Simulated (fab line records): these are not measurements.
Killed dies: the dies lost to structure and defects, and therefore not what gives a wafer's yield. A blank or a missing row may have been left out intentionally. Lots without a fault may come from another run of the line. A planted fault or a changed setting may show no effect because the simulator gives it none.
Which tool was responsible? / flow sky130 / 39 wafers from 13 lots sampled at 5 of the route's 708 steps

WHAT THE GAUGES READ, wafer by wafer
SKY_NWELL_OVL_MEAS_10.
lot=L291; measured=day 4 12:18; on=overlay-01; NWELL_00_OVL (nm)=0.8 0.8 1.2
lot=L292; measured=day 4 16:19; on=overlay-02; NWELL_00_OVL (nm)=1.7 2.3 2.1
lot=L293; measured=day 4 22:08; on=overlay-01; NWELL_00_OVL (nm)=2.6 2.4 2.2
lot=L294; measured=day 5 12:11; on=overlay-01; NWELL_00_OVL (nm)=0.3 -0.4 -0.4
lot=L295; measured=day 5 22:14; on=overlay-01; NWELL_00_OVL (nm)=0.9 -0.9 -1.2
lot=L296; measured=day 6 00:53; on=overlay-02; NWELL_00_OVL (nm)=-0.8 -1.9 -0.7
lot=L297; measured=day 6 02:29; on=overlay-02; NWELL_00_OVL (nm)=0.5 -0.8 -0.2
lot=L300; measured=day 7 00:37; on=overlay-01; NWELL_00_OVL (nm)=2.0 0.6 -1.7
lot=L301; measured=day 7 01:37; on=overlay-02; NWELL_00_OVL (nm)=-0.8 -1.7 -1.8
lot=L302; measured=day 7 03:19; on=overlay-02; NWELL_00_OVL (nm)=0.8 -0.1 1.3
lot=L303; measured=day 7 13:45; on=overlay-02; NWELL_00_OVL (nm)=0.5 -0.4 0.9
lot=L304; measured=day 7 17:44; on=overlay-01; NWELL_00_OVL (nm)=0.9 -0.7 0.2
lot=L311; measured=day 9 15:46; on=overlay-01; NWELL_00_OVL (nm)=2.4 -0.2 -0.9

SKY_VT_ADJUST_HVTR_OVL_MEAS_08.
lot=L291; measured=day 9 13:20; on=overlay-02; VT_ADJUST_HVTR_OVL (nm)=-1.9 -2.3 -1.2
lot=L292; measured=day 9 17:56; on=overlay-02; VT_ADJUST_HVTR_OVL (nm)=0.2 0.2 -0.2
lot=L293; measured=day 10 01:23; on=overlay-02; VT_ADJUST_HVTR_OVL (nm)=1.3 1.2 1.0
lot=L294; measured=day 10 19:14; on=overlay-02; VT_ADJUST_HVTR_OVL (nm)=-1.3 -1.9 -1.4
lot=L295; measured=day 11 06:31; on=overlay-02; VT_ADJUST_HVTR_OVL (nm)=0.2 -0.6 0.0
lot=L296; measured=day 11 11:10; on=overlay-02; VT_ADJUST_HVTR_OVL (nm)=2.0 2.3 2.6
lot=L297; measured=day 11 13:41; on=overlay-01; VT_ADJUST_HVTR_OVL (nm)=-0.2 -1.6 -1.8
lot=L300; measured=day 12 15:58; on=overlay-01; VT_ADJUST_HVTR_OVL (nm)=1.7 -0.8 -1.6
lot=L301; measured=day 12 17:56; on=overlay-02; VT_ADJUST_HVTR_OVL (nm)=-0.1 -0.1 2.3
lot=L302; measured=day 12 20:08; on=overlay-02; VT_ADJUST_HVTR_OVL (nm)=-1.8 -0.5 -0.6
lot=L303; measured=day 13 09:28; on=overlay-02; VT_ADJUST_HVTR_OVL (nm)=1.8 1.8 -0.5
lot=L304; measured=day 13 14:07; on=overlay-01; VT_ADJUST_HVTR_OVL (nm)=-0.6 0.7 -1.4
lot=L311; measured=day 15 21:58; on=overlay-02; VT_ADJUST_HVTR_OVL (nm)=-2.9 -0.3 -2.3

SKY_LDD_P_CD_MEAS_07: the cd target is 380 nm.
lot=L291; measured=day 19 01:59; on=cd-sem-02; cd-nm (nm)=377.2 378.0 377.0
lot=L292; measured=day 19 07:12; on=cd-sem-01; cd-nm (nm)=377.2 377.3 381.0
lot=L293; measured=day 19 16:17; on=cd-sem-01; cd-nm (nm)=380.8 384.0 383.9
lot=L294; measured=day 20 15:28; on=cd-sem-02; cd-nm (nm)=377.6 379.0 380.6
lot=L295; measured=day 21 06:07; on=cd-sem-01; cd-nm (nm)=379.2 380.6 379.7
lot=L296; measured=day 21 11:41; on=cd-sem-02; cd-nm (nm)=380.9 384.7 382.3
lot=L297; measured=day 21 17:45; on=cd-sem-01; cd-nm (nm)=380.4 381.4 379.6
lot=L300; measured=day 23 05:04; on=cd-sem-01; cd-nm (nm)=377.9 375.9 376.3
lot=L301; measured=day 23 06:05; on=cd-sem-01; cd-nm (nm)=382.6 382.4 382.9
lot=L302; measured=day 23 12:37; on=cd-sem-02; cd-nm (nm)=384.2 382.6 381.8
lot=L303; measured=day 23 20:08; on=cd-sem-01; cd-nm (nm)=378.8 376.7 377.3
lot=L304; measured=day 23 23:10; on=cd-sem-02; cd-nm (nm)=380.1 377.4 379.2
lot=L311; measured=day 26 13:59; on=cd-sem-02; cd-nm (nm)=347.4 368.6 352.4

SKY_POLY_CUT_OVL_MEAS_09.
lot=L291; measured=day 24 08:14; on=overlay-01; POLY_CUT_OVL (nm)=-1 3 -1
lot=L292; measured=day 24 11:32; on=overlay-01; POLY_CUT_OVL (nm)=-3 2 4
lot=L293; measured=day 24 22:28; on=overlay-02; POLY_CUT_OVL (nm)=-4 3 -2
lot=L294; measured=day 25 20:02; on=overlay-02; POLY_CUT_OVL (nm)=-12 -10 -11
lot=L295; measured=day 26 10:53; on=overlay-01; POLY_CUT_OVL (nm)=-4 7 0
lot=L296; measured=day 26 16:20; on=overlay-02; POLY_CUT_OVL (nm)=1 1 7
lot=L297; measured=day 26 22:16; on=overlay-02; POLY_CUT_OVL (nm)=-7 -5 -1
lot=L300; measured=day 28 02:29; on=overlay-02; POLY_CUT_OVL (nm)=0 5 0
lot=L301; measured=day 28 04:58; on=overlay-02; POLY_CUT_OVL (nm)=-4 0 1
lot=L302; measured=day 29 01:41; on=overlay-01; POLY_CUT_OVL (nm)=-1 -8 -7
lot=L303; measured=day 29 02:02; on=overlay-01; POLY_CUT_OVL (nm)=0 2 11
lot=L304; measured=day 29 01:44; on=overlay-02; POLY_CUT_OVL (nm)=-1 5 -3
lot=L311; measured=day 31 09:10; on=overlay-02; POLY_CUT_OVL (nm)=6 2 0

EACH LOT AND THE TOOL THAT RAN IT (in order: tool; ch and the chambers of the sampled wafers; start)
lot=L291; SKY_LDD_P_EXPOSE_04=iline-stepper-02 ch 0, day 18 10:58
lot=L292; SKY_LDD_P_EXPOSE_04=iline-stepper-01 ch 0, day 18 16:16
lot=L293; SKY_LDD_P_EXPOSE_04=iline-stepper-01 ch 0, day 19 01:39
lot=L294; SKY_LDD_P_EXPOSE_04=iline-stepper-01 ch 0, day 19 23:56
lot=L295; SKY_LDD_P_EXPOSE_04=iline-stepper-02 ch 0, day 20 15:34
lot=L296; SKY_LDD_P_EXPOSE_04=iline-stepper-02 ch 0, day 20 21:02
lot=L297; SKY_LDD_P_EXPOSE_04=iline-stepper-01 ch 0, day 21 02:08
lot=L300; SKY_LDD_P_EXPOSE_04=iline-stepper-01 ch 0, day 22 13:08
lot=L301; SKY_LDD_P_EXPOSE_04=iline-stepper-01 ch 0, day 22 14:07
lot=L302; SKY_LDD_P_EXPOSE_04=iline-stepper-01 ch 0, day 22 21:37
lot=L303; SKY_LDD_P_EXPOSE_04=iline-stepper-02 ch 0, day 23 05:29
lot=L304; SKY_LDD_P_EXPOSE_04=iline-stepper-01 ch 0, day 23 07:52
lot=L311; SKY_LDD_P_EXPOSE_04=iline-stepper-02 ch 0, day 25 23:38
- SKY_LDD_P_EXPOSE_04: exposes mask PSDM, target cd 380 nm.

WHAT THE TOOLS THEMSELVES READ (means of the sampled wafers that have a number; where no wafer has one, the mark that the record gives instead)
SKY_LDD_P_EXPOSE_04.
lot=L291; tool=iline-stepper-02; exposure-dose-mJ-cm2=137.99; reticle-temp-C (C)=23.01
lot=L292; tool=iline-stepper-01; exposure-dose-mJ-cm2=137.94; reticle-temp-C (C)=22.96
lot=L293; tool=iline-stepper-01; exposure-dose-mJ-cm2=138.01; reticle-temp-C (C)=23.02
lot=L294; tool=iline-stepper-01; exposure-dose-mJ-cm2=137.83; reticle-temp-C (C)=23.06
lot=L295; tool=iline-stepper-02; exposure-dose-mJ-cm2=138.00; reticle-temp-C (C)=22.96
lot=L296; tool=iline-stepper-02; exposure-dose-mJ-cm2=137.94; reticle-temp-C (C)=23.06
lot=L297; tool=iline-stepper-01; exposure-dose-mJ-cm2=137.88; reticle-temp-C (C)=23.10
lot=L300; tool=iline-stepper-01; exposure-dose-mJ-cm2=137.99; reticle-temp-C (C)=22.84
lot=L301; tool=iline-stepper-01; exposure-dose-mJ-cm2=138.08; reticle-temp-C (C)=22.93
lot=L302; tool=iline-stepper-01; exposure-dose-mJ-cm2=137.97; reticle-temp-C (C)=23.10
lot=L303; tool=iline-stepper-02; exposure-dose-mJ-cm2=137.89; reticle-temp-C (C)=23.17
lot=L304; tool=iline-stepper-01; exposure-dose-mJ-cm2=137.94; reticle-temp-C (C)=23.04
lot=L311; tool=iline-stepper-02; exposure-dose-mJ-cm2=139.52; reticle-temp-C (C)=23.06

THE ANSWER, worked out from the rows above alone
Rule: the lots themselves supply what counts as usual. Put in order of their means at a reading, lots are off if they are a third of the lots or fewer, leave a main group of 4 or more, and stand apart from it by a gap of 3 or more times the standard deviation of the main group's means; of several such gaps the widest counts. The tables above print the reading to a certain number of digits; a main group whose means all agree to those digits is not used. Also off: a lot with no number at a reading for which 4 or more lots have one. Where the step has rows for the other lots, those lots are counted as sound. The gauges are gone through in route order, then the tools' own readings, and for those a lot's mean is taken as printed above. At the first step where some lot is off, the reading lying furthest off is the one used; lots without a number count as furthest.
Off, at SKY_LDD_P_CD_MEAS_07 on cd-nm: L311. For the main group the mean is 380.0 nm and the standard deviation 2.2.
A tool fits if, at a process step before that reading, it ran every lot that is off, and no sound lot after the first of them. Not tried: the gauges at SKY_LDD_P_CD_MEAS_07; whatever is off there is also off at SKY_LDD_P_EXPOSE_04, on other tools, and gauge error can't account for it. One candidate fits, namely iline-stepper-02 at SKY_LDD_P_EXPOSE_04. A fault onset in the window from L303 (day 23 05:29, its last sound lot) to L311 (day 25 23:38, its first lot off) fits.
On the lots that are off, the tool's own readings at SKY_LDD_P_EXPOSE_04 differ by more than 5 times the standard deviation of the sound lots' means, which bears it out; exposure-dose-mJ-cm2 reads 139.52 there versus 137.96 on the sound lots.

WHAT WAS PUT IN BY THE SIMULATOR
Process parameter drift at SKY_LDD_P_EXPOSE_04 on iline-stepper-02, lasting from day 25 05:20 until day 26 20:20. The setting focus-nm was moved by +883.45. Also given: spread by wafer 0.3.
Lots struck among those shown: L311. Same finding as the rule above.
